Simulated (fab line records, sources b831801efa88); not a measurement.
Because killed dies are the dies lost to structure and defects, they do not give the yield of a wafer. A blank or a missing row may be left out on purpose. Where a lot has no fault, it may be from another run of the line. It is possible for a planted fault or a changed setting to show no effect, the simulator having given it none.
Which tool was responsible? + flow gf180mcu + 6 lots with 18 wafers sampled at 4 steps, on a route of 602 steps

WHAT EACH GAUGE READ, for each wafer
GF_PASSIVATION_THK_MEAS_03.
| lot  | measured     | on            | PASSIVATION_CVD_02_THK (nm) |
|------|--------------|---------------|-----------------------------|
| L783 | day 28 04:47 | film-metro-01 | 683 696 686                 |
| L785 | day 28 21:03 | film-metro-03 | 690 702 701                 |
| L788 | day 30 04:38 | film-metro-04 | 711 711 707                 |
| L792 | day 31 06:58 | film-metro-04 | 693 700 706                 |
| L799 | day 33 04:19 | film-metro-03 | 698 712 709                 |
| L804 | day 34 01:47 | film-metro-03 | 688 702 691                 |

EACH LOT AND THE TOOL THAT RAN IT (in order: tool; ch and the chambers of the sampled wafers; start)
| lot  | GF_V3_CLEAN_20                  | GF_V5_STRIP_18                       | GF_PASSIVATION_CVD_00           |
|------|---------------------------------|--------------------------------------|---------------------------------|
| L783 | wet-bench-04 ch 2, day 22 12:14 | plasma-asher-01 ch 0,1, day 27 06:37 | pecvd-04 ch 2, day 28 04:19     |
| L785 | wet-bench-04 ch 1, day 23 07:08 | plasma-asher-02 ch 0,1, day 27 22:17 | pecvd-03 ch 0,2, day 28 20:36   |
| L788 | wet-bench-04 ch 3, day 24 16:34 | plasma-asher-03 ch 0,1, day 29 06:41 | pecvd-03 ch 0,1,2, day 30 04:05 |
| L792 | wet-bench-03 ch 0, day 26 01:26 | plasma-asher-01 ch 0,1, day 30 09:34 | pecvd-02 ch 0,1,2, day 31 06:23 |
| L799 | wet-bench-03 ch 0, day 28 08:20 | plasma-asher-01 ch 0,1, day 32 09:08 | pecvd-02 ch 1,2, day 33 03:52   |
| L804 | wet-bench-02 ch 0, day 29 10:23 | plasma-asher-03 ch 0,1, day 33 07:20 | pecvd-04 ch 0,1,2, day 34 01:21 |
- GF_V3_CLEAN_20: cleans in DIW.
- GF_V5_STRIP_18: strips in O2/N2.
- GF_PASSIVATION_CVD_00: deposits SiO2 from TEOS, target thk 1000 nm, time 111.95 s.

THE ANSWER, worked out from the rows above alone
Rule: the usual values come from the lots themselves. Put in order of their means at a reading, lots are off if they are a third of the lots or fewer, leave a main group of 4 or more, and stand apart from it by a gap of 3 or more times the standard deviation of the main group's means; of several such gaps the widest counts. A main group is skipped when, at the precision printed for the reading in the tables above, its means are all equal. Also off: a lot with no number at a reading for which 4 or more lots have one. Where the step has rows for the other lots, those lots are counted as sound.
Nothing can be told from this: no lot is off at any reading shown.

WHAT THE SIMULATOR HAD INSERTED
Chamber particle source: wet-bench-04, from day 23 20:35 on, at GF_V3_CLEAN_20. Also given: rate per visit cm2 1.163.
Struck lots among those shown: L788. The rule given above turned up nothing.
